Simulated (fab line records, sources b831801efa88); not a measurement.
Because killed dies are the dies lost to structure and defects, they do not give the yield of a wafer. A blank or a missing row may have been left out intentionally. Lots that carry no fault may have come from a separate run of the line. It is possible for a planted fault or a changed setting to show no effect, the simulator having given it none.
The tool behind it: which one? + flow sky130 + 11 lots, 33 wafers sampled, at 5 steps of a route of 708

WHAT EACH GAUGE READ, for each wafer
SKY_CONTACT_BOW_MEAS_05.
| lot  | measured     | on            | CONTACT_BOW (um) |
|------|--------------|---------------|------------------|
| L394 | day 31 03:57 | film_metro-02 | 72 82 70         |
| L396 | day 32 00:11 | film_metro-02 | 85 87 80         |
| L397 | day 32 08:35 | film_metro-02 | 90 83 83         |
| L398 | day 32 10:31 | film_metro-04 | 76 77 78         |
| L399 | day 32 23:44 | film_metro-01 | 85 83 74         |
| L402 | day 33 18:20 | film_metro-02 | 83 72 85         |
| L406 | day 34 22:59 | film_metro-02 | 64 76 71         |
| L408 | day 35 11:44 | film_metro-01 | 78 85 89         |
| L409 | day 35 23:20 | film_metro-01 | 82 77 86         |
| L411 | day 36 07:05 | film_metro-04 | 67 79 74         |
| L416 | day 37 21:37 | film_metro-04 | 82 86 86         |

SKY_METAL1_THK_MEAS_06: measures by xrf.
| lot  | measured     | on            | METAL1_ALCU_THK (nm) |
|------|--------------|---------------|----------------------|
| L394 | day 32 09:20 | film_metro-04 | 254.2 255.6 257.5    |
| L396 | day 33 05:08 | film_metro-01 | 253.8 254.1 252.4    |
| L397 | day 33 13:32 | film_metro-04 | 257.9 257.8 258.2    |
| L398 | day 33 14:41 | film_metro-03 | 254.8 254.0 258.0    |
| L399 | day 34 03:53 | film_metro-04 | 259.4 256.7 256.5    |
| L402 | day 34 22:12 | film_metro-03 | 253.7 252.9 255.6    |
| L406 | day 36 03:25 | film_metro-04 | 254.8 254.7 250.0    |
| L408 | day 36 16:08 | film_metro-04 | 257.6 254.8 254.0    |
| L409 | day 37 03:26 | film_metro-04 | 291.2 291.5 292.9    |
| L411 | day 37 10:51 | film_metro-04 | 296.8 293.2 299.3    |
| L416 | day 39 01:05 | film_metro-03 | 252.8 254.0 252.3    |

WHAT TOOL EACH LOT RAN ON (gives the tool, then ch and the chambers of the sampled wafers, and finally the start)
| lot  | SKY_CONTACT_CMP_27            | SKY_METAL1_SPUTTER_00        | SKY_METAL1_SPUTTER_04        |
|------|-------------------------------|------------------------------|------------------------------|
| L394 | cmp-02 ch 1,3, day 32 08:46   | pvd_sputter-03, day 32 09:04 | pvd_sputter-03, day 32 09:09 |
| L396 | cmp-01 ch 0,1,2, day 33 04:40 | pvd_sputter-01, day 33 04:52 | pvd_sputter-01, day 33 04:58 |
| L397 | cmp-02 ch 0,1, day 33 12:58   | pvd_sputter-03, day 33 13:16 | pvd_sputter-03, day 33 13:21 |
| L398 | cmp-02 ch 0,1,2, day 33 14:07 | pvd_sputter-01, day 33 14:25 | pvd_sputter-01, day 33 14:31 |
| L399 | cmp-02 ch 0,1,3, day 34 03:25 | pvd_sputter-03, day 34 03:37 | pvd_sputter-03, day 34 03:42 |
| L402 | cmp-01 ch 0,1,2, day 34 21:38 | pvd_sputter-03, day 34 21:56 | pvd_sputter-03, day 34 22:02 |
| L406 | cmp-01 ch 0,1, day 36 02:50   | pvd_sputter-03, day 36 03:08 | pvd_sputter-03, day 36 03:13 |
| L408 | cmp-02 ch 1,2,3, day 36 15:34 | pvd_sputter-02, day 36 15:52 | pvd_sputter-02, day 36 15:58 |
| L409 | cmp-01 ch 1,2,3, day 37 02:55 | pvd_sputter-01, day 37 03:10 | pvd_sputter-01, day 37 03:16 |
| L411 | cmp-01 ch 0,1,2, day 37 10:20 | pvd_sputter-03, day 37 10:35 | pvd_sputter-03, day 37 10:41 |
| L416 | cmp-01 ch 1,2,3, day 39 00:36 | pvd_sputter-02, day 39 00:48 | pvd_sputter-02, day 39 00:53 |
- SKY_CONTACT_CMP_27: polishes, stops on SiO2, t overpolish 15 s, target thk 0 nm.
- SKY_METAL1_SPUTTER_00: material Ti, target thk 15 nm, time 10 s.
- SKY_METAL1_SPUTTER_04: material TiN, target thk 70 nm, time 58.3 s.

WHAT THE TOOLS THEMSELVES READ (means of the sampled wafers that have a number; where no wafer has one, the mark that the record gives instead)
SKY_CONTACT_CMP_27.
| lot  | tool   | edge_zone_pressure_frac | motor_current_A (A) | overpolish_run_s (s) | time_to_endpoint_s (s) |
|------|--------|-------------------------|---------------------|----------------------|------------------------|
| L394 | cmp-02 | 1.005                   | 10.1                | 14.996               | 80                     |
| L396 | cmp-01 | 0.998                   | 10.4                | 15.002               | 78                     |
| L397 | cmp-02 | 1.007                   | 9.6                 | 15.000               | 76                     |
| L398 | cmp-02 | 0.999                   | 10.3                | 14.998               | 73                     |
| L399 | cmp-02 | 1.005                   | 9.8                 | 15.003               | 80                     |
| L402 | cmp-01 | 1.000                   | 10.9                | 14.999               | 78                     |
| L406 | cmp-01 | 0.993                   | 10.5                | 15.002               | 79                     |
| L408 | cmp-02 | 0.997                   | 10.6                | 15.000               | 78                     |
| L409 | cmp-01 | 0.996                   | 11.8                | 14.996               | 81                     |
| L411 | cmp-01 | 1.001                   | 10.6                | 15.004               | 79                     |
| L416 | cmp-01 | 1.002                   | 11.6                | 15.003               | 82                     |

SKY_METAL1_SPUTTER_00.
| lot  | tool           | cathode_dc_power_W (W) | chamber_pressure_pa (Pa) | throttle_valve_pct (%) |
|------|----------------|------------------------|--------------------------|------------------------|
| L394 | pvd_sputter-03 | 3000.0                 | 0.3999                   | 30.2                   |
| L396 | pvd_sputter-01 | 2999.9                 | 0.3990                   | 30.4                   |
| L397 | pvd_sputter-03 | 3000.0                 | 0.4002                   | 30.1                   |
| L398 | pvd_sputter-01 | 3000.1                 | 0.3997                   | 29.9                   |
| L399 | pvd_sputter-03 | 3000.9                 | 0.4003                   | 30.3                   |
| L402 | pvd_sputter-03 | 3000.2                 | 0.3999                   | 30.3                   |
| L406 | pvd_sputter-03 | 3000.4                 | 0.4002                   | 31.3                   |
| L408 | pvd_sputter-02 | 2999.7                 | 0.4004                   | 30.3                   |
| L409 | pvd_sputter-01 | 3000.2                 | 0.4006                   | 29.4                   |
| L411 | pvd_sputter-03 | 3000.0                 | 0.4003                   | 30.4                   |
| L416 | pvd_sputter-02 | 2999.9                 | 0.3998                   | 29.9                   |

SKY_METAL1_SPUTTER_04.
| lot  | tool           | cathode_dc_power_W (W) | chamber_pressure_pa (Pa) | throttle_valve_pct (%) |
|------|----------------|------------------------|--------------------------|------------------------|
| L394 | pvd_sputter-03 | 6499.6                 | 0.4006                   | 30.3                   |
| L396 | pvd_sputter-01 | 6499.7                 | 0.4000                   | 30.3                   |
| L397 | pvd_sputter-03 | 6500.1                 | 0.4000                   | 30.0                   |
| L398 | pvd_sputter-01 | 6499.3                 | 0.4003                   | 29.9                   |
| L399 | pvd_sputter-03 | 6500.0                 | 0.4004                   | 30.3                   |
| L402 | pvd_sputter-03 | 6501.0                 | 0.4002                   | 30.4                   |
| L406 | pvd_sputter-03 | 6499.9                 | 0.3994                   | 31.3                   |
| L408 | pvd_sputter-02 | 6499.2                 | 0.3996                   | 30.5                   |
| L409 | pvd_sputter-01 | -                      | -                        | -                      |
| L411 | pvd_sputter-03 | -                      | -                        | -                      |
| L416 | pvd_sputter-02 | 6500.4                 | 0.4007                   | 30.0                   |

THE ANSWER, worked out from the rows above alone
Rule: usual is defined by the lots themselves. Put in order of their means at a reading, lots are off if they are a third of the lots or fewer, leave a main group of 4 or more, and stand apart from it by a gap of 3 or more times the standard deviation of the main group's means; of several such gaps the widest counts. If all means in a main group match to the digits the tables above print for the reading, that group is not used. A lot without any number at a reading at which 4 lots or more have one is off too. Any other lot the step has rows for is counted as sound. First the gauges in route order, then the tools' own readings, where a lot's mean is used as printed above. At the first step where some lot is off, the reading lying furthest off is the one used; lots without a number count as furthest.
Off: L409, L411, seen at SKY_METAL1_THK_MEAS_06 (METAL1_ALCU_THK). Main group: mean 255.1 nm, sd 1.7.
If a tool, at a process step before that reading, ran all the lots that are off and no sound lot after the first of them, it fits. Not tried: the gauges at SKY_METAL1_THK_MEAS_06; whatever is off there is also off at SKY_METAL1_SPUTTER_04, on other tools, and gauge error can't account for it. Not one of the candidates tried fits.

WHAT HAD BEEN PUT IN BY THE SIMULATOR
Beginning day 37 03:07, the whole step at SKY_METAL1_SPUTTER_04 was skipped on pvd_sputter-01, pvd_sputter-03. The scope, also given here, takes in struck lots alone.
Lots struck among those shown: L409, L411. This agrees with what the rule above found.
